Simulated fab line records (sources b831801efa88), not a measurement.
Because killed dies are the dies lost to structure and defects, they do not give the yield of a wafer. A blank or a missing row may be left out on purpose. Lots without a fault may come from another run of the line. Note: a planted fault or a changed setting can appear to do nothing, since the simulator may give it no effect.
Problem report in the 8D (eight disciplines) form, filled by code :: flow sky130 :: the parts of the form that need people (team, actions taken, sign-off) are left out

## 1. THE PROBLEM
Mean of cathode_dc_power_W at SKY_LOCAL_INTERCONNECT_SPUTTER_00: 6300.9 W across 2 wafers in 2 lots; on wafers with no fault it is 6500.0 W (standard deviation 1.1). So: -99 or more standard deviations from the usual mean.
The step: material TiN, target thk 100 nm, time 83.3 s.
First seen on wafer L160.2, day 34 22:17, on pvd_sputter-04. The record holds 33 wafers of 11 lots with a number at this step. Rule for "out" (also "out of limits"): further than 4 standard deviations from the usual mean. The other wafers with a number count as sound.

## 2. WHAT IT IS, WHAT IT ISN'T
question: which readings at this step
is: cathode_dc_power_W
is not: chamber_pressure_pa, throttle_valve_pct

question: which lots
is: L160, L163
is not: L142, L144, L146, L148, L149, L152, L156, L157, L165

question: which wafers of those lots
is: L160.2, L163.1
is not: L160.4, L160.5, L163.4, L163.5

question: read on which tools
is: pvd_sputter-04
is not: pvd_sputter-02, pvd_sputter-03

question: when
is: from day 34 22:17
is not: up to then (26 sound wafers); but 5 sound wafers of L163, L165 came after

## 3. SUSPECTS, AND WHAT RULES EACH OUT
Counting: if a tool at a process step up to the reading ran every lot that is out, it stays a suspect. Sound lots after the first of them don't rule it out here, since some wafers of a struck lot are sound.
- pvd_sputter-02 at SKY_LI_CONTACT_SPUTTER_20 (material TiN, target thk 20 nm, time 80 s): kept. Every lot that is out went through it, the first being L160 (day 34 21:37); the last sound lot it ran before that was L156 (day 34 03:26).
- pvd_sputter-04 at SKY_LOCAL_INTERCONNECT_SPUTTER_00 (material TiN, target thk 100 nm, time 83.3 s): kept. Every lot that is out went through it, the first being L160 (day 34 22:17); the last sound lot it ran before that was L156 (day 34 04:06). Its own readings are out on those wafers: cathode_dc_power_W.
What counting leaves: pvd_sputter-02 at SKY_LI_CONTACT_SPUTTER_20 and pvd_sputter-04 at SKY_LOCAL_INTERCONNECT_SPUTTER_00.

## 4. THE CAUSE (what the simulator had put in)
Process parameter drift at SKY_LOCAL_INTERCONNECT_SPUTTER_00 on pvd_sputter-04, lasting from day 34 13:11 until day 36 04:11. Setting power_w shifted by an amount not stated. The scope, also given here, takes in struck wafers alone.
After counting, 2 suspects remain, this tool included.

## 5. THE CHAIN OF EFFECTS, in route order
One row per reading whose mean, taken over the struck wafers that have a number, lies over 3 standard deviations from the usual. Scope: only readings with a usual standard deviation given in the record; hours: median across lots of the time from each lot's start at the first step in this table that gives one to its start at this step; sigmas: change in usual standard deviations.
hours: 0
step: SKY_LOCAL_INTERCONNECT_SPUTTER_00
reading: cathode_dc_power_W
usual: 6500.0 W
on struck wafers: 6300.9
change: -199.1
sigmas: -99 or more

hours: 0
step: SKY_LOCAL_INTERCONNECT_RS_MEAS_01
reading: LOCAL_INTERCONNECT_TIN_RS
usual: 14.13 ohm/sq
on struck wafers: 14.55
change: +0.42
sigmas: +3.2
Its process steps:
- SKY_LOCAL_INTERCONNECT_SPUTTER_00: material TiN, target thk 100 nm, time 83.3 s.

## 6. HOW IT WOULD HAVE BEEN CAUGHT EARLIER
First out-of-limits reading in this record: day 34 22:17, which is 9 hours after fault onset at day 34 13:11.
